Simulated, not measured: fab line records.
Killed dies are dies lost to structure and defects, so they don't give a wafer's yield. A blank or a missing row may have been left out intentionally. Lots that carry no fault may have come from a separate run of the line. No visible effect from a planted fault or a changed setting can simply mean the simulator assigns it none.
The tool behind it: which one? || flow sky130 || 12 lots with 36 wafers sampled at 5 steps, on a route of 708 steps

## WHAT EACH GAUGE READ, for each wafer
SKY_POLY_GATE_CD_MEAS_22. Usual: cd nm at 150.1 nm, with a standard deviation of 2.5.
{"lot": "L276", "measured": "day 16 02:56", "on": "cd sem-01", "cd nm (nm)": "144.5 143.5 150.3", "flag": ""}
{"lot": "L277", "measured": "day 16 06:23", "on": "cd sem-02", "cd nm (nm)": "147.6 148.4 149.2", "flag": ""}
{"lot": "L282", "measured": "day 19 02:50", "on": "cd sem-02", "cd nm (nm)": "149.9 151.7 149.1", "flag": ""}
{"lot": "L287", "measured": "day 21 01:11", "on": "cd sem-02", "cd nm (nm)": "154.3 148.5 146.1", "flag": ""}
{"lot": "L286", "measured": "day 21 04:11", "on": "cd sem-01", "cd nm (nm)": "148.9 149.6 151.9", "flag": ""}
{"lot": "L289", "measured": "day 21 19:05", "on": "cd sem-01", "cd nm (nm)": "154.9 152.9 150.9", "flag": ""}
{"lot": "L292", "measured": "day 22 10:22", "on": "cd sem-02", "cd nm (nm)": "147.7 143.8 151.7", "flag": ""}
{"lot": "L293", "measured": "day 22 13:53", "on": "cd sem-02", "cd nm (nm)": "151.4 150.4 151.6", "flag": ""}
{"lot": "L295", "measured": "day 23 09:47", "on": "cd sem-01", "cd nm (nm)": "149.8 148.6 148.4", "flag": ""}
{"lot": "L294", "measured": "day 23 13:53", "on": "cd sem-02", "cd nm (nm)": "147.3 151.6 151.2", "flag": ""}
{"lot": "L296", "measured": "day 23 19:54", "on": "cd sem-01", "cd nm (nm)": "153.8 152.8 155.4", "flag": ""}
{"lot": "L298", "measured": "day 24 06:00", "on": "cd sem-02", "cd nm (nm)": "147.6 151.0 152.7", "flag": ""}

SKY_LDD_N_TW_MEAS_17. Usual: LDD_N_TW 2553, standard deviation 14.
{"lot": "L276", "measured": "day 17 09:09", "on": "film metro-03", "LDD_N_TW": "2557 2557 2555", "flag": ""}
{"lot": "L277", "measured": "day 17 12:06", "on": "film metro-01", "LDD_N_TW": "2537 2546 2562", "flag": ""}
{"lot": "L282", "measured": "day 20 10:49", "on": "film metro-04", "LDD_N_TW": "2545 2537 2542", "flag": ""}
{"lot": "L287", "measured": "day 22 09:48", "on": "film metro-01", "LDD_N_TW": "2544 2550 2563", "flag": ""}
{"lot": "L286", "measured": "day 22 11:43", "on": "film metro-03", "LDD_N_TW": "2570 2593 2579", "flag": ""}
{"lot": "L289", "measured": "day 23 02:13", "on": "film metro-01", "LDD_N_TW": "2575 2568 2557", "flag": ""}
{"lot": "L292", "measured": "day 23 17:36", "on": "film metro-04", "LDD_N_TW": "2554 2549 2544", "flag": ""}
{"lot": "L293", "measured": "day 23 21:46", "on": "film metro-04", "LDD_N_TW": "2540 2547 2548", "flag": ""}
{"lot": "L295", "measured": "day 24 17:14", "on": "film metro-01", "LDD_N_TW": "2553 2547 2553", "flag": ""}
{"lot": "L294", "measured": "day 24 20:25", "on": "film metro-04", "LDD_N_TW": "2545 2568 2546", "flag": ""}
{"lot": "L296", "measured": "day 25 03:15", "on": "film metro-01", "LDD_N_TW": "2563 2568 2566", "flag": ""}
{"lot": "L298", "measured": "day 25 12:55", "on": "film metro-01", "LDD_N_TW": "2570 2568 2573", "flag": ""}

SKY_LDD_LDN_TW_MEAS_13. Usual: LDD_LDN_TW 1464, standard deviation 8.3.
{"lot": "L276", "measured": "day 22 10:25", "on": "film metro-03", "LDD_LDN_TW": "1480 1484 1488", "flag": ""}
{"lot": "L277", "measured": "day 22 13:58", "on": "film metro-04", "LDD_LDN_TW": "1458 1460 1460", "flag": ""}
{"lot": "L282", "measured": "day 25 12:37", "on": "film metro-03", "LDD_LDN_TW": "1466 1471 1462", "flag": ""}
{"lot": "L287", "measured": "day 27 10:20", "on": "film metro-03", "LDD_LDN_TW": "1429 1421 1418", "flag": "OFF"}
{"lot": "L286", "measured": "day 27 11:31", "on": "film metro-04", "LDD_LDN_TW": "1428 1429 1432", "flag": "OFF"}
{"lot": "L289", "measured": "day 28 00:49", "on": "film metro-01", "LDD_LDN_TW": "1463 1457 1456", "flag": ""}
{"lot": "L292", "measured": "day 28 14:51", "on": "film metro-03", "LDD_LDN_TW": "1450 1453 1448", "flag": ""}
{"lot": "L293", "measured": "day 28 18:06", "on": "film metro-04", "LDD_LDN_TW": "1468 1462 1475", "flag": ""}
{"lot": "L295", "measured": "day 29 12:46", "on": "film metro-04", "LDD_LDN_TW": "1469 1472 1461", "flag": ""}
{"lot": "L294", "measured": "day 29 14:18", "on": "film metro-04", "LDD_LDN_TW": "1470 1456 1462", "flag": ""}
{"lot": "L296", "measured": "day 29 21:24", "on": "film metro-03", "LDD_LDN_TW": "1455 1461 1458", "flag": ""}
{"lot": "L298", "measured": "day 30 05:37", "on": "film metro-03", "LDD_LDN_TW": "1457 1458 1460", "flag": ""}

## TOOL THAT RAN EACH LOT (tool first, then ch and the chambers of the sampled wafers, then the start)
{"lot": "L276", "SKY_LDD_LDN_IMPLANT_08": "implanter-02 ch 0, day 22 09:43", "SKY_LDD_LDN_STRIP_12": "plasma asher-04 ch 0,1, day 22 10:19"}
{"lot": "L277", "SKY_LDD_LDN_IMPLANT_08": "implanter-01 ch 0, day 22 13:16", "SKY_LDD_LDN_STRIP_12": "plasma asher-02 ch 0,1, day 22 13:52"}
{"lot": "L282", "SKY_LDD_LDN_IMPLANT_08": "implanter-02 ch 0, day 25 11:56", "SKY_LDD_LDN_STRIP_12": "plasma asher-04 ch 0,1, day 25 12:31"}
{"lot": "L287", "SKY_LDD_LDN_IMPLANT_08": "implanter-02 ch 0, day 27 09:38", "SKY_LDD_LDN_STRIP_12": "plasma asher-02 ch 1, day 27 10:14"}
{"lot": "L286", "SKY_LDD_LDN_IMPLANT_08": "implanter-02 ch 0, day 27 10:51", "SKY_LDD_LDN_STRIP_12": "plasma asher-03 ch 0,1, day 27 11:26"}
{"lot": "L289", "SKY_LDD_LDN_IMPLANT_08": "implanter-01 ch 0, day 28 00:08", "SKY_LDD_LDN_STRIP_12": "plasma asher-04 ch 0,1, day 28 00:42"}
{"lot": "L292", "SKY_LDD_LDN_IMPLANT_08": "implanter-01 ch 0, day 28 14:09", "SKY_LDD_LDN_STRIP_12": "plasma asher-03 ch 0,1, day 28 14:45"}
{"lot": "L293", "SKY_LDD_LDN_IMPLANT_08": "implanter-01 ch 0, day 28 17:24", "SKY_LDD_LDN_STRIP_12": "plasma asher-04 ch 0,1, day 28 18:00"}
{"lot": "L295", "SKY_LDD_LDN_IMPLANT_08": "implanter-01 ch 0, day 29 12:06", "SKY_LDD_LDN_STRIP_12": "plasma asher-02 ch 0,1, day 29 12:41"}
{"lot": "L294", "SKY_LDD_LDN_IMPLANT_08": "implanter-01 ch 0, day 29 13:36", "SKY_LDD_LDN_STRIP_12": "plasma asher-04 ch 0,1, day 29 14:12"}
{"lot": "L296", "SKY_LDD_LDN_IMPLANT_08": "implanter-04 ch 0, day 29 20:42", "SKY_LDD_LDN_STRIP_12": "plasma asher-04 ch 0,1, day 29 21:18"}
{"lot": "L298", "SKY_LDD_LDN_IMPLANT_08": "implanter-04 ch 0, day 30 04:55", "SKY_LDD_LDN_STRIP_12": "plasma asher-02 ch 0,1, day 30 05:31"}
- SKY_LDD_LDN_IMPLANT_08
- SKY_LDD_LDN_STRIP_12: strips in O2/N2.

## AS READ BY THE TOOLS THEMSELVES (means over the sampled wafers that have a number; for cases with no such wafer, the mark the record gives instead)
SKY_LDD_LDN_IMPLANT_08. Usual: dose ions cm2 1.2499e+13, standard deviation 1.4e+10; end station pressure torr 5.03e-06 Torr, standard deviation 2.6e-07; faraday current uA 70.5, standard deviation 1.5.
{"lot": "L276", "tool": "implanter-02", "dose ions cm2": 1.2512e+13, "end station pressure torr (Torr)": 5.34e-06, "faraday current uA": 70.3, "flag": ""}
{"lot": "L277", "tool": "implanter-01", "dose ions cm2": 1.2498e+13, "end station pressure torr (Torr)": 5.23e-06, "faraday current uA": 70.1, "flag": ""}
{"lot": "L282", "tool": "implanter-02", "dose ions cm2": 1.2487e+13, "end station pressure torr (Torr)": 5.08e-06, "faraday current uA": 70.6, "flag": ""}
{"lot": "L287", "tool": "implanter-02", "dose ions cm2": 9.0690e+12, "end station pressure torr (Torr)": 4.92e-06, "faraday current uA": 51.4, "flag": "OFF"}
{"lot": "L286", "tool": "implanter-02", "dose ions cm2": 9.0513e+12, "end station pressure torr (Torr)": 4.96e-06, "faraday current uA": 50.1, "flag": "OFF"}
{"lot": "L289", "tool": "implanter-01", "dose ions cm2": 1.2494e+13, "end station pressure torr (Torr)": 5.00e-06, "faraday current uA": 71.4, "flag": ""}
{"lot": "L292", "tool": "implanter-01", "dose ions cm2": 1.2495e+13, "end station pressure torr (Torr)": 4.94e-06, "faraday current uA": 70.4, "flag": ""}
{"lot": "L293", "tool": "implanter-01", "dose ions cm2": 1.2503e+13, "end station pressure torr (Torr)": 4.81e-06, "faraday current uA": 70.9, "flag": ""}
{"lot": "L295", "tool": "implanter-01", "dose ions cm2": 1.2491e+13, "end station pressure torr (Torr)": 4.82e-06, "faraday current uA": 69.0, "flag": ""}
{"lot": "L294", "tool": "implanter-01", "dose ions cm2": 1.2506e+13, "end station pressure torr (Torr)": 4.69e-06, "faraday current uA": 72.4, "flag": ""}
{"lot": "L296", "tool": "implanter-04", "dose ions cm2": 1.2512e+13, "end station pressure torr (Torr)": 4.81e-06, "faraday current uA": 70.6, "flag": ""}
{"lot": "L298", "tool": "implanter-04", "dose ions cm2": 1.2509e+13, "end station pressure torr (Torr)": 4.93e-06, "faraday current uA": 69.9, "flag": ""}

SKY_LDD_LDN_STRIP_12. Usual: drypump motor current A 6.02 A, standard deviation 0.28; oes product au 0.715 a.u., standard deviation 0.0047; strip time to endpoint s 14.15 s, standard deviation 0.046.
{"lot": "L276", "tool": "plasma asher-04", "drypump motor current A (A)": 6.18, "oes product au (a.u.)": 0.713, "strip time to endpoint s (s)": 14.15, "flag": ""}
{"lot": "L277", "tool": "plasma asher-02", "drypump motor current A (A)": 5.65, "oes product au (a.u.)": 0.716, "strip time to endpoint s (s)": 14.18, "flag": ""}
{"lot": "L282", "tool": "plasma asher-04", "drypump motor current A (A)": 6.19, "oes product au (a.u.)": 0.713, "strip time to endpoint s (s)": 14.17, "flag": ""}
{"lot": "L287", "tool": "plasma asher-02", "drypump motor current A (A)": 5.56, "oes product au (a.u.)": 0.714, "strip time to endpoint s (s)": 14.10, "flag": ""}
{"lot": "L286", "tool": "plasma asher-03", "drypump motor current A (A)": 6.24, "oes product au (a.u.)": 0.718, "strip time to endpoint s (s)": 14.14, "flag": ""}
{"lot": "L289", "tool": "plasma asher-04", "drypump motor current A (A)": 6.09, "oes product au (a.u.)": 0.717, "strip time to endpoint s (s)": 14.13, "flag": ""}
{"lot": "L292", "tool": "plasma asher-03", "drypump motor current A (A)": 6.24, "oes product au (a.u.)": 0.717, "strip time to endpoint s (s)": 14.18, "flag": ""}
{"lot": "L293", "tool": "plasma asher-04", "drypump motor current A (A)": 6.19, "oes product au (a.u.)": 0.713, "strip time to endpoint s (s)": 14.20, "flag": ""}
{"lot": "L295", "tool": "plasma asher-02", "drypump motor current A (A)": 5.78, "oes product au (a.u.)": 0.716, "strip time to endpoint s (s)": 14.09, "flag": ""}
{"lot": "L294", "tool": "plasma asher-04", "drypump motor current A (A)": 6.20, "oes product au (a.u.)": 0.713, "strip time to endpoint s (s)": 14.09, "flag": ""}
{"lot": "L296", "tool": "plasma asher-04", "drypump motor current A (A)": 6.11, "oes product au (a.u.)": 0.713, "strip time to endpoint s (s)": 14.08, "flag": ""}
{"lot": "L298", "tool": "plasma asher-02", "drypump motor current A (A)": 5.67, "oes product au (a.u.)": 0.717, "strip time to endpoint s (s)": 14.13, "flag": ""}

## THE ANSWER, worked out from the rows above alone
Rule: lot off if the mean of its wafers having a number is beyond 3 standard deviations from the usual mean. A lot without any number at a reading at which 4 lots or more have one is off too. Where the step has rows for the other lots, those lots are counted as sound. First the gauges in route order, then the tools' own readings, where a lot's mean is used as printed above. At the first step where some lot is off, the reading lying furthest off is the one used; lots without a number count as furthest.
Off: L287, L286, at SKY_LDD_LDN_TW_MEAS_13 (LDD_LDN_TW).
A tool fits if, at a process step before that reading, it ran every lot that is off, and no sound lot after the first of them. Not tried: the gauges at SKY_LDD_LDN_TW_MEAS_13; whatever is off there is also off at SKY_LDD_LDN_IMPLANT_08, on other tools, and gauge error can't account for it. One fits: SKY_LDD_LDN_IMPLANT_08 on implanter-02. Its last sound lot is L282 (day 25 11:56), its first lot that is off L287 (day 27 09:38): a fault that began between those two fits.
The tool's own readings at SKY_LDD_LDN_IMPLANT_08 bear it out: on the lots that are off they differ by more than 5 times the standard deviation of the sound lots' means. dose ions cm2 reads 9.0602e+12 there against 1.2501e+13 on the sound lots; faraday current uA reads 50.8 there against 70.6 on the sound lots.

## WHAT THE SIMULATOR PUT IN
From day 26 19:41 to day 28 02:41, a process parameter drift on implanter-02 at SKY_LDD_LDN_IMPLANT_08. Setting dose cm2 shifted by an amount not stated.
Struck lots among those shown: L287, L286. The rule above reached the same finding.
